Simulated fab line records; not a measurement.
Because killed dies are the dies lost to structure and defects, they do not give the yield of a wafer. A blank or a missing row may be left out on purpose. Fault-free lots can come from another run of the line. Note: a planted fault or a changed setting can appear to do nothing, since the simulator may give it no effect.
Matching of chambers | flow sky130 | 4 sister chambers for SKY_VIA4_CMP_02 on cmp-01
The step polishes SiO2. 14 wafers are shown with their chamber, then 7 later ones without.

## WAFERS, EACH WITH ITS CHAMBER
wafer  | chamber | motor current A (A)
L980.3 | 0       | 11.6
L980.4 | 3       | 12.5
L980.6 | 3       | 12.4
L983.1 | 3       | 12.6
L983.4 | 0       | 11.5
L983.5 | 1       | 13.1
L987.1 | 3       | 12.6
L987.3 | 2       | 11.3
L987.5 | 3       | 12.6
L988.1 | 0       | 11.0
L988.3 | 2       | 11.0
L988.5 | 1       | 12.7
L992.1 | 1       | 12.9
L992.5 | 2       | 10.9

SIGNATURES (means of the wafers above)
reading         | chamber 0 | chamber 1 | chamber 2 | chamber 3 | scatter within a chamber
motor current A | 11.367    | 12.900    | 11.067    | 12.540    | 0.201
Rule: for each reading, subtract the chamber's mean from the wafer's reading, divide by that reading's scatter and square the result; add these up over the readings and take the root, which gives the wafer's distance from the chamber. The wafer belongs to the nearest chamber; if the next one is less than 2 further off, it can't be placed. The scatter: take each reading less its chamber's mean, square it, sum over the shown wafers, divide by the number of wafers less the number of chambers, and take the root.

## WAFERS WITHOUT THEIR CHAMBER
wafer  | motor current A (A)
L992.6 | 13.7
L999.2 | 11.4
L999.5 | 13.4
L999.6 | 11.7
L103.3 | 12.2
L103.5 | 13.7
L103.6 | 11.2

## CHAMBER TAKEN BY EACH
wafer  | from the rows above     | in truth
L992.6 | can't be placed: 1 or 3 | 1
L999.2 | can't be placed: 0 or 2 | 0
L999.5 | can't be placed: 1 or 3 | 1
L999.6 | can't be placed: 0 or 2 | 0
L103.3 | can't be placed: 3 or 1 | 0
L103.5 | can't be placed: 1 or 3 | 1
L103.6 | can't be placed: 2 or 0 | 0
Correct placement for 0 of the 7. These rows do not allow placing 7 (true chamber among the candidates in 6). Placed wrongly: 0.
